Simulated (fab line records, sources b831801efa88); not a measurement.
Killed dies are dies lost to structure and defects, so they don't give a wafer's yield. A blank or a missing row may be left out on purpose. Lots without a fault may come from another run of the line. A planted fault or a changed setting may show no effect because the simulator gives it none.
fab line records | flow sky130
record lots=11 wafers=29 last_day=50
route steps=708 shown VIA1@480 METAL2@500 VIA2@528 METAL3@534 PAD_OPEN@708
lots that met no fault: from a run of the same line without faults
start_h: hours from the record's first day to the start of the lot's first wafer shown | wait_h: hours since the lot's step before | " the same as in the row above | L1.1+2: a row that stands for several wafers | - no value, or no start given | * or withheld: withheld | < > ~ a bound
route shown NAME@n: a module of which the file shows steps, and the number in the route of the first | usual: mean/standard deviation of fault-free wafers | same: alike in all rows | chamber/n: place in a boat | sites: the reading at each site | _std_site: their standard deviation | _edge_site: outer sites' mean less inner sites' | radius_mm: how far each site lies from the wafer's centre | mask NAME#n: copy n | behind: the tool/chamber that last shaped the wafer | hold: why the lot was held/for how many hours/how that ended | device: the transistor (n, p or np) that didn't switch | end of line: the same wafers' tests at the end of the route | a step without rows: its recipe alone | killed: dies lost to structure and defects at the first sort, not the wafer's yield | map: a wafer's dies, x killed, . not, _ none there
set.NAME: the setting as run; set.NAME@STEP: as run at that earlier step | model.NAME: the simulator's own value behind a step, which no gauge read
steps of the route over a sample of lots; a table a step, a row a wafer
services: from which hour (start_h, from the record's first day; less than 0 if before it) a tool's chamber was out of use, for how many hours, and why
## steps
# step SKY_VIA1_RS_MEAS_22
# recipe thk_meas_gauge=four-point-probe reads=W_of_VIA1_CVD_21+TiN_of_VIA1_SPUTTER_20
# usual VIA1_W_RS=0.425/0.0052
# columns lot.wafer tool chamber start_h wait_h VIA1_W_RS[ohm/sq]
L679.3 film_metro-01 - 808.39 0.1 0.427
L679.4 " - " " 0.428
L679.6 " - " " 0.427
L683.2 film_metro-03 - 826.49 0.1 0.424
L683.4 " - " " 0.426
L683.6 " - " " 0.423
L684.3 film_metro-03 - 832.48 0.1 0.431
L684.5 " - " " 0.425
L684.6 " - " " 0.432
L688.1 film_metro-03 - 863.05 0.1 0.422
L688.3 " - " " 0.427
L688.4 " - " " 0.427
L689.4 film_metro-03 - 872.66 0.1 0.421
L689.5 " - " " 0.423
L689.6 " - " " 0.423
L690.2 film_metro-04 - 881.77 0.1 0.428
L691.1 film_metro-04 - 883.30 0.1 0.431
L694.2 film_metro-03 - 900.73 0.1 0.418
L694.3 " - " " 0.430
L694.4 " - " " 0.422
L695.1 film_metro-01 - 912.66 0.1 0.427
L695.3 " - " " 0.431
L695.5 " - " " 0.433
L696.2 film_metro-04 - 913.55 0.1 0.426
L696.5 " - " " 0.424
L696.6 " - " " 0.428
L701.4 film_metro-03 - 950.14 0.1 0.424
L701.5 " - " " 0.422
L701.6 " - " " 0.415
# step SKY_METAL2_DESCUM_17
# recipe chemistry=O2 source_power_w=150 bias_power_w=0 pressure_mtorr=10 temp_c=40 time_s=8
# usual chamber_pressure_mTorr=10.001/0.0092 drypump_motor_current_A=5.6/0.49 oes_product_au=0.999/0.017
# columns lot.wafer tool chamber start_h wait_h chamber_pressure_mTorr drypump_motor_current_A oes_product_au rf_hours_counter_h
L679.3 rie_metal-02 1 835.55 0.0 10.008 6.0 0.990 -
L679.4 " 0 " " 9.995 5.2 1.009 -
L679.6 " 1 " " 9.989 6.0 0.993 -
L683.2 rie_metal-02 1 853.69 0.0 10.006 6.0 0.986 10
L683.4 " 1 " " 10.007 6.0 0.980 -
L683.6 " 0 " " 10.011 5.2 1.011 -
L684.3 rie_metal-02 0 859.56 0.0 9.994 5.2 1.001 -
L684.5 " 1 " " 10.003 6.0 0.981 -
L684.6 " 0 " " 10.018 5.1 0.995 -
L688.1 rie_metal-02 0 889.25 0.0 9.993 5.1 1.000 12
L688.3 " 1 " " 9.995 6.0 0.976 -
L688.4 " 0 " " 9.983 5.2 0.989 -
L689.4 rie_metal-02 1 898.62 0.0 9.995 6.0 0.981 -
L689.5 " 1 " " 10.004 6.0 0.986 -
L689.6 " 0 " " 10.000 5.1 0.991 -
L690.2 rie_metal-03 0 907.54 0.0 9.992 5.6 0.994 2
L691.1 rie_metal-01 0 909.41 0.0 10.003 5.0 1.026 9
L694.2 rie_metal-03 1 926.26 0.0 10.006 6.5 0.972 16
L694.3 " 0 " " 10.002 5.7 0.987 -
L694.4 " 1 " " 10.006 6.5 0.979 -
L695.1 rie_metal-02 1 938.25 0.0 10.004 6.0 0.983 14
L695.3 " 0 " " 9.995 5.2 0.989 -
L695.5 " 0 " " 10.010 5.2 1.009 -
L696.2 rie_metal-01 0 939.04 0.0 10.006 5.0 1.018 11
L696.5 " 1 " " 9.989 5.7 1.032 -
L696.6 " 0 " " 9.998 5.0 1.015 -
L701.4 rie_metal-02 0 975.45 0.0 9.990 5.2 0.998 -
L701.5 " 0 " " 10.008 5.2 0.989 -
L701.6 " 1 " " 10.013 6.0 0.990 -
# step SKY_VIA2_CVD_21
# recipe material=W target_thk_nm=420 time_s=126.4 temp_c=400 pressure_torr=40
# usual heater_power_w=932/67
# columns lot.wafer tool chamber start_h wait_h heater_power_w
L679.3 cvd_w-02 1 863.93 0.1 1023
L679.4 " 0 " " 913
L679.6 " 1 " " 1011
L683.2 cvd_w-01 1 882.09 0.0 886
L683.4 " 0 " " 963
L683.6 " 0 " " 941
L684.3 cvd_w-02 0 887.21 0.1 934
L684.5 " 1 " " 1034
L684.6 " 0 " " 917
L688.1 cvd_w-02 1 917.19 0.0 1027
L688.3 " 0 " " 908
L688.4 " 1 " " 1032
L689.4 cvd_w-01 0 925.92 0.1 927
L689.5 " 1 " " 804
L689.6 " 0 " " 924
L690.2 cvd_w-02 0 934.74 0.0 925
L691.1 cvd_w-02 0 936.77 0.0 939
L694.2 cvd_w-01 1 954.02 0.0 815
L694.3 " 1 " " 843
L694.4 " 0 " " 906
L695.1 cvd_w-01 1 964.97 0.0 816
L695.3 " 0 " " 919
L695.5 " 1 " " 809
L696.2 cvd_w-01 0 965.97 0.0 932
L696.5 " 0 " " 906
L696.6 " 1 " " 794
L701.4 cvd_w-01 0 1001.22 0.1 899
L701.5 " 0 " " 930
L701.6 " 1 " " 809
# step SKY_VIA2_RS_MEAS_22
# recipe thk_meas_gauge=four-point-probe reads=W_of_VIA2_CVD_21+TiN_of_VIA2_SPUTTER_20
# usual VIA2_W_RS=0.273/0.0035
# columns lot.wafer tool chamber start_h wait_h hold VIA2_W_RS[ohm/sq]
L679.3 film_metro-02 - 864.05 0.1 - 0.272
L679.4 " - " " - 0.274
L679.6 " - " " - 0.272
L683.2 film_metro-04 - 882.24 0.1 - 0.277
L683.4 " - " " - 0.270
L683.6 " - " " - 0.269
L684.3 film_metro-02 - 887.34 0.1 - 0.276
L684.5 " - " " - 0.274
L684.6 " - " " - 0.278
L688.1 film_metro-04 - 917.33 0.1 await_dispo/0.2h/release 0.273
L688.3 " - " " await_dispo/0.2h/release 0.188
L688.4 " - " " await_dispo/0.2h/release 0.275
L688.1 film_metro-04 - 917.61 0.3 - 0.273
L688.3 " - " " - 0.188
L688.4 " - " " - 0.275
L689.4 film_metro-02 - 926.07 0.1 - 0.272
L689.5 " - " " - 0.271
L689.6 " - " " - 0.270
L690.2 film_metro-02 - 934.90 0.1 - 0.186
L690.2 film_metro-02 - 935.18 0.3 - 0.185
L691.1 film_metro-02 - 936.90 0.1 - 0.188
L691.1 film_metro-02 - 937.19 0.3 - 0.188
L694.2 film_metro-04 - 954.17 0.1 - 0.275
L694.3 " - " " - 0.278
L694.4 " - " " - 0.278
L695.1 film_metro-02 - 965.11 0.1 - 0.270
L695.3 " - " " - 0.272
L695.5 " - " " - 0.271
L696.2 film_metro-02 - 966.12 0.1 - 0.274
L696.5 " - " " - 0.271
L696.6 " - " " - 0.273
L701.4 film_metro-01 - 1001.37 0.1 - 0.271
L701.5 " - " " - 0.275
L701.6 " - " " - 0.274
# step SKY_VIA2_THK_MEAS_23
# recipe thk_meas_gauge=xrf reads=W_of_VIA2_CVD_21
# usual VIA2_W_THK=406/5.7
# columns lot.wafer tool chamber start_h wait_h hold VIA2_W_THK[nm]
L679.3 film_metro-02 - 864.15 0.1 - 405
L679.4 " - " " - 400
L679.6 " - " " - 408
L683.2 film_metro-04 - 882.35 0.1 - 404
L683.4 " - " " - 414
L683.6 " - " " - 416
L684.3 film_metro-02 - 887.44 0.1 - 398
L684.5 " - " " - 404
L684.6 " - " " - 398
L688.1 film_metro-04 - 919.10 1.5 await_dispo/0.2h/release 412
L688.3 " - " " await_dispo/0.2h/release -
L688.4 " - " " await_dispo/0.2h/release 409
L688.1 film_metro-04 - 919.33 0.2 - 410
L688.3 " - " " - -
L688.4 " - " " - 408
L689.4 film_metro-02 - 926.16 0.1 - 401
L689.5 " - " " - 404
L689.6 " - " " - 404
L690.2 film_metro-02 - 939.51 4.3 - -
L691.1 film_metro-02 - 944.26 7.0 - -
L694.2 film_metro-04 - 954.28 0.1 - 408
L694.3 " - " " - 405
L694.4 " - " " - 405
L695.1 film_metro-02 - 965.23 0.1 - 406
L695.3 " - " " - 408
L695.5 " - " " - 405
L696.2 film_metro-02 - 966.23 0.1 - 402
L696.5 " - " " - 405
L696.6 " - " " - 406
L701.4 film_metro-01 - 1001.46 0.1 - 413
L701.5 " - " " - 410
L701.6 " - " " - 411
# step SKY_VIA2_CMP_24
# recipe stop_on=SiO2 t_overpolish_s=18.53 down_force_psi=3.5 platen_rpm=60 target_thk_nm=0 pad_velocity_m_s=0.94248
# usual motor_current_A=11.1/1.3 time_to_endpoint_s=102/5.6
# columns lot.wafer tool chamber start_h wait_h hold motor_current_A time_to_endpoint_s
L679.3 cmp-01 3 864.29 0.1 - 9.3 97
L679.4 " 0 " " - 13.0 106
L679.6 " 2 " " - 10.8 110
L683.4 cmp-01 2 882.40 0.0 - 10.0 107
L683.2 " 0 " " - 12.3 98
L683.6 " 2 " " - 9.4 109
L684.3 cmp-02 0 887.63 0.2 - 11.0 101
L684.6 " 1 " " - 11.9 99
L684.5 " 2 " " - 11.2 102
L688.4 cmp-01 2 925.97 6.6 await_dispo/6.4h/release 10.1 102
L688.3 " 0 " " await_dispo/6.4h/release 13.2 148
L688.1 " 1 " " await_dispo/6.4h/release 11.9 110
L689.4 cmp-01 1 926.29 0.1 - 11.8 106
L689.6 " 1 " " - 12.6 109
L689.5 " 2 " " - 9.9 103
L690.2 cmp-01 2 940.11 0.6 - 9.9 150
L691.1 cmp-01 0 944.47 0.2 - 12.3 149
L694.4 cmp-01 1 954.33 0.0 - 12.2 109
L694.2 " 3 " " - 8.9 92
L694.3 " 0 " " - 12.8 101
L695.1 cmp-02 3 965.39 0.1 - 11.0 106
L695.3 " 0 " " - 10.6 101
L695.5 " 1 " " - 11.3 98
L696.2 cmp-01 2 966.28 0.0 - 10.0 107
L696.5 " 2 " " - 10.2 109
L696.6 " 3 " " - 9.2 97
L701.4 cmp-02 1 1001.59 0.1 - 12.6 101
L701.6 " 3 " " - 11.2 101
L701.5 " 0 " " - 10.9 101
# step SKY_METAL3_SPUTTER_02
# recipe material=AlCu target_thk_nm=735 power_w=10600 time_s=39.1 chamber_pressure_pa=0.4
# usual cathode_dc_power_W=10600/1.9 throttle_valve_pct=30.2/1.2
# columns lot.wafer tool chamber start_h wait_h cathode_dc_power_W throttle_valve_pct
L679.3 pvd_sputter-03 - 864.54 0.0 10602 28.8
L679.4 " - " " 10600 28.9
L679.6 " - " " 10598 29.1
L683.2 pvd_sputter-03 - 882.75 0.0 10599 28.9
L683.4 " - " " 10599 32.3
L683.6 " - " " 10600 28.9
L684.3 pvd_sputter-03 - 887.83 0.0 10603 31.8
L684.5 " - " " 10600 28.9
L684.6 " - " " 10600 28.8
L688.1 pvd_sputter-02 - 926.32 0.0 10597 28.6
L688.3 " - " " 10604 31.2
L688.4 " - " " 10597 29.9
L689.4 pvd_sputter-02 - 926.64 0.0 10599 31.1
L689.5 " - " " 10601 30.1
L689.6 " - " " 10597 28.3
L690.2 pvd_sputter-03 - 940.31 0.0 10602 31.5
L691.1 pvd_sputter-02 - 944.67 0.0 10600 31.1
L694.2 pvd_sputter-03 - 954.68 0.0 10601 31.5
L694.3 " - " " 10601 28.9
L694.4 " - " " 10600 31.8
L695.1 pvd_sputter-03 - 965.63 0.0 10601 28.8
L695.3 " - " " 10600 31.7
L695.5 " - " " 10598 28.8
L696.2 pvd_sputter-03 - 966.63 0.0 10600 28.7
L696.5 " - " " 10599 31.6
L696.6 " - " " 10599 32.0
L701.4 pvd_sputter-04 - 1001.83 0.0 10601 29.4
L701.5 " - " " 10598 30.8
L701.6 " - " " 10596 29.3
# step SKY_PAD_OPEN_PROBE_99
# usual killed_at_M0_to_M3=42/6.8 killed_at_M4_up=3.4/1.8 killed_at_contacts=25/5.7 killed_at_front_end=16/4.8 killed_at_other=0.2/0.39 killed_dies=87/9.6 killed_open=47/6.9 killed_short=40/6.3
# same gross_dies=492 killed_at_back_side=0
# columns lot.wafer tool chamber start_h wait_h killed_at_M0_to_M3 killed_at_M4_up killed_at_contacts killed_at_front_end killed_at_other killed_dies killed_open killed_short
L694.2 prober-02 - 1159.68 0.1 37 3 20 20 1 81 45 36
L694.3 prober-02 - 1159.73 0.2 41 5 14 20 1 81 37 43
L694.4 prober-02 - 1159.78 0.2 37 1 19 23 0 80 39 41
L695.1 prober-01 - 1167.13 0.1 46 4 29 15 0 94 51 43
L695.3 prober-01 - 1167.23 0.2 43 7 27 11 0 88 51 37
L695.5 prober-01 - 1167.33 0.2 44 3 23 16 0 86 50 36
# killed by level:class
L694.2 VIA1:geometric_particle:open=10 LI_CONTACT:geometric_particle:open=8 VIA1:geometric_particle:short=6 VIA2:geometric_particle:open=6 FIELD_ISO:geometric_particle:short=5 LI_CONTACT:geometric_particle:short=4 CONTACT:geometric_particle:open=4 METAL2:geometric_particle:short=4
L694.3 VIA3:geometric_particle:open=11 POLY_GATE:geometric_particle:short=7 VIA1:geometric_particle:short=6 METAL1:geometric_particle:short=5 METAL2:geometric_particle:short=5 FIELD_ISO:geometric_particle:short=4 LI_CONTACT:geometric_particle:open=4 METAL1:geometric_particle:open=4
L694.4 VIA1:geometric_particle:open=8 POLY_GATE:geometric_particle:open=7 LI_CONTACT:geometric_particle:open=7 POLY_GATE:geometric_particle:short=6 LOCAL_INTERCONNECT:geometric_particle:short=5 VIA1:geometric_particle:short=4 SPACER:geometric_particle:short=4 METAL1:geometric_particle:short=4
L695.1 VIA1:geometric_particle:open=14 CONTACT:geometric_particle:open=10 LI_CONTACT:geometric_particle:open=7 METAL1:geometric_particle:short=6 LOCAL_INTERCONNECT:geometric_particle:short=5 METAL2:geometric_particle:short=5 VIA3:geometric_particle:open=5 CONTACT:geometric_particle:short=4
L695.3 LI_CONTACT:geometric_particle:open=13 CONTACT:geometric_particle:open=9 VIA2:geometric_particle:open=8 METAL1:geometric_particle:short=6 METAL4:geometric_particle:short=6 METAL3:geometric_particle:short=5 METAL2:geometric_particle:short=5 VIA3:geometric_particle:open=4
L695.5 VIA1:geometric_particle:open=15 CONTACT:geometric_particle:open=11 METAL1:geometric_particle:short=8 LI_CONTACT:geometric_particle:open=6 POLY_GATE:geometric_particle:open=5 VIA2:geometric_particle:short=4 VIA2:geometric_particle:open=4 SPACER:geometric_particle:short=3
## services
# columns tool chamber start_h hours kind
cvd_w-01 - 812.46 0.5 repair
cmp-02 - 849.64 0.9 repair
rie_metal-02 - 850.68 2.8 pm
cvd_w-02 1 852.98 2.5 repair
rie_metal-02 - 861.81 0.9 repair
rie_metal-01 1 868.39 1.6 repair
pvd_sputter-03 0 872.01 - consumable_replace:kit
pvd_sputter-03 0 872.01 18.0 scheduled_down
pvd_sputter-03 0 872.01 18.0 vent_cycle
rie_metal-02 - 872.82 1.4 pm
pvd_sputter-04 - 879.10 2.1 repair
cvd_w-01 - 904.00 14.0 pm
cvd_w-01 0 904.00 14.0 vent_cycle
cvd_w-01 1 904.00 14.0 vent_cycle
cmp-02 - 911.36 7.0 pm
cvd_w-01 0 918.00 - clean
cmp-02 - 918.36 5.7 pm
cmp-02 - 924.04 4.0 pm
cmp-01 - 928.04 5.0 pm
pvd_sputter-02 - 931.45 1.9 repair
cvd_w-02 - 936.95 28.1 pm
pvd_sputter-02 - 966.21 5.3 repair
cvd_w-02 - 970.61 2.8 pm
rie_metal-03 - 986.79 14.6 pm
## key
first_sign step=SKY_VIA2_RS_MEAS_22 reading=visit direction=added
effect step=SKY_VIA2_RS_MEAS_22 reading=VIA2_W_RS direction=down sigmas=24 usual=0.273 struck=0.187
effect step=SKY_VIA2_THK_MEAS_23 reading=VIA2_W_THK direction=missing
effect step=SKY_VIA2_CMP_24 reading=time_to_endpoint_s direction=up sigmas=8.3 usual=* struck=*
met_at SKY_VIA2_CVD_21
struck_lots L688,L690,L691
struck_wafers L688.3,L690.2,L691.1
tester_left_out L690,L691
not_acting_at SKY_VIA1_RS_MEAS_22,SKY_METAL2_DESCUM_17,SKY_METAL3_SPUTTER_02
onset_between 887.21 917.19
earlier_fault kind=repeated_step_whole tool=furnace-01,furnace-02 chamber=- onset_h=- steps=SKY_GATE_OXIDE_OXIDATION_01 times=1 scope=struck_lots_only
fault kind=process_parameter_drift tool=cvd_w-02 chamber=0 onset_h=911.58 steps=SKY_VIA2_CVD_21 channel=target_thk_nm offset=189.67 shape=step acts_in=these_recipes_only stated=420
# tester_left_out: of these lots the tester's yield and bins aren't shown, on N5 and GAA mostly nor the transistor test; their killed dies are dies lost to structure and defects alone, not to doping, threshold or leakage, so they don't give the yield
